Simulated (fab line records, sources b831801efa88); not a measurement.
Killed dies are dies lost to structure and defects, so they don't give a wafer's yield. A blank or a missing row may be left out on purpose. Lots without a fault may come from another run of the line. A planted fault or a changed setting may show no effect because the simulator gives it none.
Which tool did it? | flow sky130 | 13 lots, 39 wafers sampled, at 2 steps of a route of 708

WHAT THE GAUGES READ, wafer by wafer
SKY_VT_ADJUST_LVTN_OVL_MEAS_07.
lot  | measured     | on         | VT_ADJUST_LVTN_OVL (nm)
L322 | day 6 22:41  | overlay-01 | 0.8 1.0 0.3
L323 | day 7 09:20  | overlay-01 | 0.5 0.6 1.4
L324 | day 7 14:16  | overlay-02 | -2.2 -2.7 -2.6
L325 | day 7 20:19  | overlay-02 | -1.1 0.3 1.4
L326 | day 8 06:34  | overlay-01 | 0.2 -0.9 -0.5
L335 | day 10 11:40 | overlay-01 | 1.6 0.4 -1.1
L336 | day 11 01:25 | overlay-02 | -1.4 -1.7 -2.0
L337 | day 11 20:34 | overlay-01 | 1.2 -0.1 0.4
L338 | day 12 05:56 | overlay-02 | -0.7 -1.1 0.5
L340 | day 12 13:56 | overlay-02 | -0.1 0.0 -1.2
L342 | day 12 20:29 | overlay-02 | 1.1 2.2 0.6
L341 | day 12 21:32 | overlay-01 | -1.3 -0.3 -0.6
L343 | day 13 07:32 | overlay-02 | 0.8 -0.5 0.0

WHICH TOOL RAN EACH LOT (tool, then ch and the chambers of the sampled wafers, then the start)
lot  | SKY_VT_ADJUST_HVTP_STRIP_10
L322 | plasma_asher-04 ch 0,1, day 6 05:11
L323 | plasma_asher-04 ch 0,1, day 6 15:14
L324 | plasma_asher-03 ch 0,1, day 6 19:17
L325 | plasma_asher-03 ch 0,1, day 7 01:14
L326 | plasma_asher-01 ch 0,1, day 7 09:56
L335 | plasma_asher-03 ch 0,1, day 9 12:59
L336 | plasma_asher-03 ch 0,1, day 10 02:08
L337 | plasma_asher-01 ch 0,1, day 10 20:32
L338 | plasma_asher-03 ch 0,1, day 11 06:02
L340 | plasma_asher-01 ch 0,1, day 11 14:02
L342 | plasma_asher-01 ch 0,1, day 11 20:20
L341 | plasma_asher-03 ch 0,1, day 11 21:14
L343 | plasma_asher-01 ch 0,1, day 12 06:17
- SKY_VT_ADJUST_HVTP_STRIP_10: strips in O2/N2.

WHAT THE TOOLS THEMSELVES READ (means of the sampled wafers that have a number; where no wafer has one, the mark that the record gives instead)
SKY_VT_ADJUST_HVTP_STRIP_10.
lot  | tool            | drypump_motor_current_A (A) | oes_product_au (a.u.) | strip_time_to_endpoint_s (s)
L322 | plasma_asher-04 | 5.4                         | 0.715                 | 14.285
L323 | plasma_asher-04 | 5.4                         | 0.716                 | 14.269
L324 | plasma_asher-03 | 5.8                         | 0.715                 | 14.269
L325 | plasma_asher-03 | 5.8                         | 0.716                 | 14.325
L326 | plasma_asher-01 | 5.3                         | 0.718                 | 14.271
L335 | plasma_asher-03 | 5.8                         | 0.709                 | 14.269
L336 | plasma_asher-03 | 5.9                         | 0.714                 | 14.267
L337 | plasma_asher-01 | 5.1                         | 0.718                 | 14.300
L338 | plasma_asher-03 | 5.8                         | 0.715                 | 14.274
L340 | plasma_asher-01 | 5.1                         | 0.714                 | 14.292
L342 | plasma_asher-01 | 5.1                         | 0.718                 | 14.293
L341 | plasma_asher-03 | 5.8                         | 0.721                 | 14.260
L343 | plasma_asher-01 | 5.1                         | 0.716                 | 14.260

THE ANSWER, worked out from the rows above alone
Rule: what is usual is taken from the lots themselves. Put in order of their means at a reading, lots are off if they are a third of the lots or fewer, leave a main group of 4 or more, and stand apart from it by a gap of 3 or more times the standard deviation of the main group's means; of several such gaps the widest counts. A main group whose means are all the same, to the digits that the tables above print for the reading, isn't used. A lot without any number at a reading at which 4 lots or more have one is off too. The other lots that the step has rows for count as sound. The gauges are gone through in route order, then the tools' own readings, and for those a lot's mean is taken as printed above. The first step at which some lot is off is used, and at that step the reading that is off furthest; a lot without a number counts as furthest.
No lot is off at any reading shown: from this, nothing can be told.

WHAT THE SIMULATOR HAD PUT IN
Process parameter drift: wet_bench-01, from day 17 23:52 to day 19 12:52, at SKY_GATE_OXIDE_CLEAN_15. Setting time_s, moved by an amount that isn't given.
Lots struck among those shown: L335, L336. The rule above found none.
